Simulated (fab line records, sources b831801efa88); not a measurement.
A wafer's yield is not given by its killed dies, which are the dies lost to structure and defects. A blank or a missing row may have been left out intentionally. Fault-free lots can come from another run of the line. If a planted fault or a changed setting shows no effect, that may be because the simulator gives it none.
Which tool was responsible? || flow sky130 || 44 wafers from 15 lots sampled at 2 of the route's 708 steps

## WHAT EACH GAUGE READ, for each wafer
The record lacks any reading of a measuring or inspecting step that a usual standard deviation could be used to judge.

## EACH LOT AND THE TOOL THAT RAN IT (in order: tool; ch and the chambers of the sampled wafers; start)
{"lot": "L311", "SKY_CAP2M_SOFTBAKE_08": "litho_track-03 ch 0, day 40 03:00", "SKY_PAD_OPEN_PROBE_99": "-"}
{"lot": "L312", "SKY_CAP2M_SOFTBAKE_08": "litho_track-04 ch 0, day 40 04:59", "SKY_PAD_OPEN_PROBE_99": "-"}
{"lot": "L313", "SKY_CAP2M_SOFTBAKE_08": "litho_track-02 ch 0, day 40 12:46", "SKY_PAD_OPEN_PROBE_99": "-"}
{"lot": "L314", "SKY_CAP2M_SOFTBAKE_08": "litho_track-04 ch 0, day 40 16:49", "SKY_PAD_OPEN_PROBE_99": "prober-01, day 46 04:19"}
{"lot": "L316", "SKY_CAP2M_SOFTBAKE_08": "litho_track-04 ch 0, day 41 15:08", "SKY_PAD_OPEN_PROBE_99": "-"}
{"lot": "L317", "SKY_CAP2M_SOFTBAKE_08": "litho_track-04 ch 0, day 42 00:04", "SKY_PAD_OPEN_PROBE_99": "-"}
{"lot": "L318", "SKY_CAP2M_SOFTBAKE_08": "litho_track-04 ch 0, day 42 06:52", "SKY_PAD_OPEN_PROBE_99": "-"}
{"lot": "L320", "SKY_CAP2M_SOFTBAKE_08": "litho_track-04 ch 0, day 43 00:43", "SKY_PAD_OPEN_PROBE_99": "prober-01, day 48 03:38"}
{"lot": "L326", "SKY_CAP2M_SOFTBAKE_08": "litho_track-03 ch 0, day 44 22:39", "SKY_PAD_OPEN_PROBE_99": "-"}
{"lot": "L328", "SKY_CAP2M_SOFTBAKE_08": "litho_track-02 ch 0, day 45 04:22", "SKY_PAD_OPEN_PROBE_99": "-"}
{"lot": "L329", "SKY_CAP2M_SOFTBAKE_08": "litho_track-02 ch 0, day 45 05:01", "SKY_PAD_OPEN_PROBE_99": "prober-02, day 49 22:25"}
{"lot": "L331", "SKY_CAP2M_SOFTBAKE_08": "litho_track-03 ch 0, day 45 13:27", "SKY_PAD_OPEN_PROBE_99": "prober-01, day 50 05:01"}
{"lot": "L332", "SKY_CAP2M_SOFTBAKE_08": "litho_track-02 ch 0, day 45 19:04", "SKY_PAD_OPEN_PROBE_99": "-"}
{"lot": "L333", "SKY_CAP2M_SOFTBAKE_08": "litho_track-02 ch 0, day 46 08:16", "SKY_PAD_OPEN_PROBE_99": "-"}
{"lot": "L334", "SKY_CAP2M_SOFTBAKE_08": "litho_track-03 ch 0, day 46 09:03", "SKY_PAD_OPEN_PROBE_99": "-"}
- SKY_CAP2M_SOFTBAKE_08: time 60 s.
- SKY_PAD_OPEN_PROBE_99

## AS READ BY THE TOOLS THEMSELVES (means over the sampled wafers that have a number; for cases with no such wafer, the mark the record gives instead)
SKY_CAP2M_SOFTBAKE_08.
{"lot": "L311", "tool": "litho_track-03", "heater_power_total_W (W)": 56.59, "run_length_s (s)": 89.02}
{"lot": "L312", "tool": "litho_track-04", "heater_power_total_W (W)": 56.61, "run_length_s (s)": 89.22}
{"lot": "L313", "tool": "litho_track-02", "heater_power_total_W (W)": 56.63, "run_length_s (s)": 89.12}
{"lot": "L314", "tool": "litho_track-04", "heater_power_total_W (W)": 56.57, "run_length_s (s)": 89.28}
{"lot": "L316", "tool": "litho_track-04", "heater_power_total_W (W)": 56.55, "run_length_s (s)": 89.35}
{"lot": "L317", "tool": "litho_track-04", "heater_power_total_W (W)": 57.15, "run_length_s (s)": 87.56}
{"lot": "L318", "tool": "litho_track-04", "heater_power_total_W (W)": 57.18, "run_length_s (s)": 87.50}
{"lot": "L320", "tool": "litho_track-04", "heater_power_total_W (W)": 57.45, "run_length_s (s)": 86.79}
{"lot": "L326", "tool": "litho_track-03", "heater_power_total_W (W)": 56.63, "run_length_s (s)": 88.94}
{"lot": "L328", "tool": "litho_track-02", "heater_power_total_W (W)": 56.57, "run_length_s (s)": 89.01}
{"lot": "L329", "tool": "litho_track-02", "heater_power_total_W (W)": 56.58, "run_length_s (s)": 89.09}
{"lot": "L331", "tool": "litho_track-03", "heater_power_total_W (W)": 56.59, "run_length_s (s)": 89.04}
{"lot": "L332", "tool": "litho_track-02", "heater_power_total_W (W)": 56.56, "run_length_s (s)": 89.04}
{"lot": "L333", "tool": "litho_track-02", "heater_power_total_W (W)": 56.60, "run_length_s (s)": 89.04}
{"lot": "L334", "tool": "litho_track-03", "heater_power_total_W (W)": 56.57, "run_length_s (s)": 89.06}

SKY_PAD_OPEN_PROBE_99.
{"lot": "L314", "tool": "prober-01", "defect_limited_yield (%)": 83.1, "killed_at_M0_to_M3": 37, "killed_at_M4_up": 4.0, "killed_at_contacts": 24, "killed_at_front_end": 19, "killed_at_other": 0.0, "killed_dies": 83, "killed_open": 45, "killed_short": 38, "sort_bin_3_pad_short (%)": 1.7, "sort_bin_5_function (%)": 9.4, "sort_bin_6_memory (%)": 5.7, "sort_n_pass": 409, "sort_yield_pct (%)": 83.1}
{"lot": "L320", "tool": "prober-01", "defect_limited_yield (%)": 82.9, "killed_at_M0_to_M3": 41, "killed_at_M4_up": 3.0, "killed_at_contacts": 29, "killed_at_front_end": 11, "killed_at_other": 0.0, "killed_dies": 84, "killed_open": 47, "killed_short": 37, "sort_bin_3_pad_short (%)": 1.0, "sort_bin_5_function (%)": 10.0, "sort_bin_6_memory (%)": 6.1, "sort_n_pass": 408, "sort_yield_pct (%)": 82.9}
{"lot": "L329", "tool": "prober-02", "defect_limited_yield (%)": 83.5, "killed_at_M0_to_M3": 40, "killed_at_M4_up": 2.0, "killed_at_contacts": 23, "killed_at_front_end": 17, "killed_at_other": 0.0, "killed_dies": 81, "killed_open": 47, "killed_short": 35, "sort_bin_3_pad_short (%)": 0.4, "sort_bin_5_function (%)": 10.3, "sort_bin_6_memory (%)": 5.8, "sort_n_pass": 411, "sort_yield_pct (%)": 83.5}
{"lot": "L331", "tool": "prober-01", "defect_limited_yield (%)": 81.3, "killed_at_M0_to_M3": 42, "killed_at_M4_up": 4.7, "killed_at_contacts": 32, "killed_at_front_end": 14, "killed_at_other": 0.0, "killed_dies": 92, "killed_open": 54, "killed_short": 38, "sort_bin_3_pad_short (%)": 0.9, "sort_bin_5_function (%)": 10.9, "sort_bin_6_memory (%)": 6.9, "sort_n_pass": 400, "sort_yield_pct (%)": 81.3}

## THE ANSWER, worked out from the rows above alone
Rule: usual is defined by the lots themselves. Put in order of their means at a reading, lots are off if they are a third of the lots or fewer, leave a main group of 4 or more, and stand apart from it by a gap of 3 or more times the standard deviation of the main group's means; of several such gaps the widest counts. A main group whose means are all the same, to the digits that the tables above print for the reading, isn't used. A lot without any number at a reading at which 4 lots or more have one is off too. Where the step has rows for the other lots, those lots are counted as sound. The gauges are gone through in route order, then the tools' own readings, and for those a lot's mean is taken as printed above. At the first step where some lot is off, the reading lying furthest off is the one used; lots without a number count as furthest.
Off: L317, L318, L320 (SKY_CAP2M_SOFTBAKE_08, heater_power_total_W). The main group has a mean of 56.59 W with a standard deviation of 0.025.
If a tool, at that step or one of the process steps before it, ran each lot that is off and ran no sound lot following the first of them, it fits. One fits: litho_track-04 at SKY_CAP2M_SOFTBAKE_08. A fault onset in the window from L316 (day 41 15:08, its last sound lot) to L317 (day 42 00:04, its first lot off) fits.
The tool's own readings at SKY_CAP2M_SOFTBAKE_08 bear it out: on the lots that are off they differ by more than 5 times the standard deviation of the sound lots' means. heater_power_total_W reads 57.26 W there against 56.59 W on the sound lots; run_length_s reads 87.28 s there against 89.10 s on the sound lots.

## WHAT HAD BEEN PUT IN BY THE SIMULATOR
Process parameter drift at SKY_CAP2M_SOFTBAKE_08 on litho_track-04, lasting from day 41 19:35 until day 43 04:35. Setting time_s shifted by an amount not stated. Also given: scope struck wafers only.
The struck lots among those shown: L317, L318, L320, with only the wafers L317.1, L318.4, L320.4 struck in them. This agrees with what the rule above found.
